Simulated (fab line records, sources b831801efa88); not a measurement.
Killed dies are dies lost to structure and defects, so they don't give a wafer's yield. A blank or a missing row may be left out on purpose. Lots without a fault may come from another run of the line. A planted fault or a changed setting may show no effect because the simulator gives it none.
Which tool did it? | flow sky130 | 11 lots, 33 wafers sampled, at 2 steps of a route of 708

WHAT THE GAUGES READ, wafer by wafer
SKY_METAL1_CD_MEAS_15: target cd 140 nm. Usual: cd_nm 139.5 nm, standard deviation 1.6.
lot  | measured     | on        | cd_nm (nm)        | flag
L945 | day 32 15:59 | cd_sem-02 | 142.5 141.5 142.0 |
L946 | day 32 18:16 | cd_sem-01 | 142.1 140.4 141.7 |
L951 | day 35 04:51 | cd_sem-01 | 142.4 142.2 140.6 |
L954 | day 35 13:32 | cd_sem-02 | 136.3 135.2 136.5 |
L956 | day 36 11:49 | cd_sem-02 | 140.6 141.2 140.9 |
L957 | day 36 16:34 | cd_sem-02 | 143.6 141.3 140.2 |
L961 | day 38 02:34 | cd_sem-01 | 139.6 138.7 138.8 |
L963 | day 38 20:35 | cd_sem-02 | 138.3 136.5 138.5 |
L964 | day 39 02:13 | cd_sem-02 | 138.6 137.4 139.2 |
L967 | day 39 17:21 | cd_sem-02 | 138.6 138.9 137.2 |
L968 | day 39 21:43 | cd_sem-01 | 139.9 139.6 139.8 |

SKY_METAL1_OVL_MEAS_16. Usual: METAL1_OVL 0 nm, standard deviation 6.2.
lot  | measured     | on         | METAL1_OVL (nm) | flag
L945 | day 32 16:07 | overlay-02 | 5 -3 3          |
L946 | day 32 18:23 | overlay-01 | -13 -7 -4       |
L951 | day 35 04:58 | overlay-01 | 8 -1 7          |
L954 | day 35 13:40 | overlay-01 | 11 3 4          |
L956 | day 36 11:56 | overlay-01 | 6 6 4           |
L957 | day 36 16:41 | overlay-02 | 8 14 18         |
L961 | day 38 02:40 | overlay-01 | 0 4 -2          |
L963 | day 38 20:41 | overlay-01 | -11 -5 -5       |
L964 | day 39 02:19 | overlay-01 | -4 0 -2         |
L967 | day 39 17:28 | overlay-01 | 4 2 6           |
L968 | day 39 21:50 | overlay-01 | -4 -6 -6        |

WHICH TOOL RAN EACH LOT (tool, then ch and the chambers of the sampled wafers, then the start)
The record holds no process step before these readings.

WHAT THE TOOLS THEMSELVES READ (means of the sampled wafers that have a number; where no wafer has one, the mark that the record gives instead)
The record holds no such reading with a usual standard deviation.

THE ANSWER, worked out from the rows above alone
Rule: a lot is off if the mean of its wafers that have a number lies more than 3 standard deviations from the usual mean. A lot without any number at a reading at which 4 lots or more have one is off too. The other lots that the step has rows for count as sound. The gauges are gone through in route order, then the tools' own readings, and for those a lot's mean is taken as printed above. The first step at which some lot is off is used, and at that step the reading that is off furthest; a lot without a number counts as furthest.
No lot is off at any reading shown: from this, nothing can be told.

WHAT THE SIMULATOR HAD PUT IN
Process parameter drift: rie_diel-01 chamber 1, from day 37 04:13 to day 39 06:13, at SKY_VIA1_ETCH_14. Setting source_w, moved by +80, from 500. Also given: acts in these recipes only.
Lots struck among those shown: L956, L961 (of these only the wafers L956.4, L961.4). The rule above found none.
